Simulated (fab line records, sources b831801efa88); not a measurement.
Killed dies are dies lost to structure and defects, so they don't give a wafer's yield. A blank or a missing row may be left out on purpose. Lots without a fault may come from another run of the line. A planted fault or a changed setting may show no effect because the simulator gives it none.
Tool commonality check | flow sky130 | 13 lots, 48 wafers sampled

WHY IT WAS OPENED
At SKY_VIA3_RS_MEAS_22 the reading VIA3_W_RS is flagged on 3 of 13 lots. Wafers without a fault read 0.296 ohm/sq, standard deviation 0.0035.
Rule: a lot is flagged when every wafer of it that has a number lies more than 4 standard deviations from that mean, or none has a number. The other lots count as sound.

lot  | measured     | on            | VIA3_W_RS (ohm/sq), wafer by wafer        | flag
L733 | day 40 04:58 | film_metro-03 | 0.292 0.297 0.295                         |
L736 | day 41 05:43 | film_metro-02 | 0.291 0.296 0.287                         |
L737 | day 41 14:43 | film_metro-04 | 0.299 0.301 0.298                         |
L739 | day 41 23:40 | film_metro-02 | 0.297 0.300 0.291                         |
L741 | day 42 04:41 | film_metro-02 | 0.290 0.296 0.295                         |
L743 | day 42 15:56 | film_metro-02 | 0.298 0.296 0.300                         |
L742 | day 42 19:00 | film_metro-02 | 57.581 58.882 59.409 57.583 59.041 59.475 | FLAGGED
L744 | day 43 02:28 | film_metro-02 | 56.815 57.226 58.620 56.925 57.161 58.468 | FLAGGED
L745 | day 43 03:46 | film_metro-02 | 58.318 57.865 58.394 58.221 57.672 58.404 | FLAGGED
L747 | day 43 13:04 | film_metro-03 | 0.299 0.298 0.295                         |
L750 | day 44 04:58 | film_metro-02 | 0.291 0.292 0.293                         |
L753 | day 45 01:02 | film_metro-03 | 0.294 0.296 0.290                         |
L755 | day 45 13:57 | film_metro-03 | 0.298 0.295 0.294                         |
The numbers of the flagged lots are 58.114 ohm/sq on average: +57.818 ohm/sq against the usual, or +99 or more standard deviations.

WHICH TOOL RAN EACH LOT
The record holds 1 process step before the reading, out of a route of 708 steps. In each cell: the tool, then ch and the chambers that the sampled wafers went through, then the start.
lot  | flag    | SKY_VIA3_CVD_21
L733 |         | cvd_w-01 ch 1, day 40 04:50
L736 |         | cvd_w-01 ch 0,1, day 41 05:36
L737 |         | cvd_w-02 ch 0,1, day 41 14:35
L739 |         | cvd_w-02 ch 0,1, day 41 23:32
L741 |         | cvd_w-01 ch 0,1, day 42 04:32
L743 |         | cvd_w-01 ch 0,1, day 42 15:48
L742 | FLAGGED | cvd_w-01 ch 0,1, day 42 18:52
L744 | FLAGGED | cvd_w-01 ch 0,1, day 43 02:20
L745 | FLAGGED | cvd_w-01 ch 0,1, day 43 03:37
L747 |         | cvd_w-01 ch 0,1, day 43 12:57
L750 |         | cvd_w-01 ch 1, day 44 04:51
L753 |         | cvd_w-01 ch 0,1, day 45 00:53
L755 |         | cvd_w-01 ch 0,1, day 45 13:50
What these steps do:
- SKY_VIA3_CVD_21: deposits W, target thk 390 nm, time 117.31 s.
- SKY_VIA3_RS_MEAS_22: measures by four-point-probe.

FLAGGED OVER TOTAL, TOOL BY TOOL (the gauges that took the reading come last)
step                | tool          | lots run | flagged | share of the flagged lots | sound lots run after its first flagged lot
SKY_VIA3_CVD_21     | cvd_w-01      | 11       | 3       | all                       | 4 (L747,L750,L753,L755)
SKY_VIA3_CVD_21     | cvd_w-02      | 2        | 0       | none                      | -
SKY_VIA3_RS_MEAS_22 | film_metro-02 | 8        | 3       | all                       | 1 (L750)
SKY_VIA3_RS_MEAS_22 | film_metro-03 | 4        | 0       | none                      | -
SKY_VIA3_RS_MEAS_22 | film_metro-04 | 1        | 0       | none                      | -

WHAT THE TABLE ALLOWS
2 rows of the table ran every flagged lot: cvd_w-01 at SKY_VIA3_CVD_21, film_metro-02 at SKY_VIA3_RS_MEAS_22.
- cvd_w-01 at SKY_VIA3_CVD_21: 3 of its 11 lots flagged. Sound lots ran on it after the first flagged one (L747, L750, L753, L755), which a lasting fault on the whole tool wouldn't allow. On the flagged lots its readings are blank where sound lots have values: chamber_pressure_Torr, heater_power_outer_w, heater_power_w.
- film_metro-02 at SKY_VIA3_RS_MEAS_22: 3 of its 8 lots flagged. Sound lots ran on it after the first flagged one (L750), which a lasting fault on the whole tool wouldn't allow.
No row of the table ran every flagged lot and no sound lot after the first.

WHAT THE SIMULATOR HAD PUT IN
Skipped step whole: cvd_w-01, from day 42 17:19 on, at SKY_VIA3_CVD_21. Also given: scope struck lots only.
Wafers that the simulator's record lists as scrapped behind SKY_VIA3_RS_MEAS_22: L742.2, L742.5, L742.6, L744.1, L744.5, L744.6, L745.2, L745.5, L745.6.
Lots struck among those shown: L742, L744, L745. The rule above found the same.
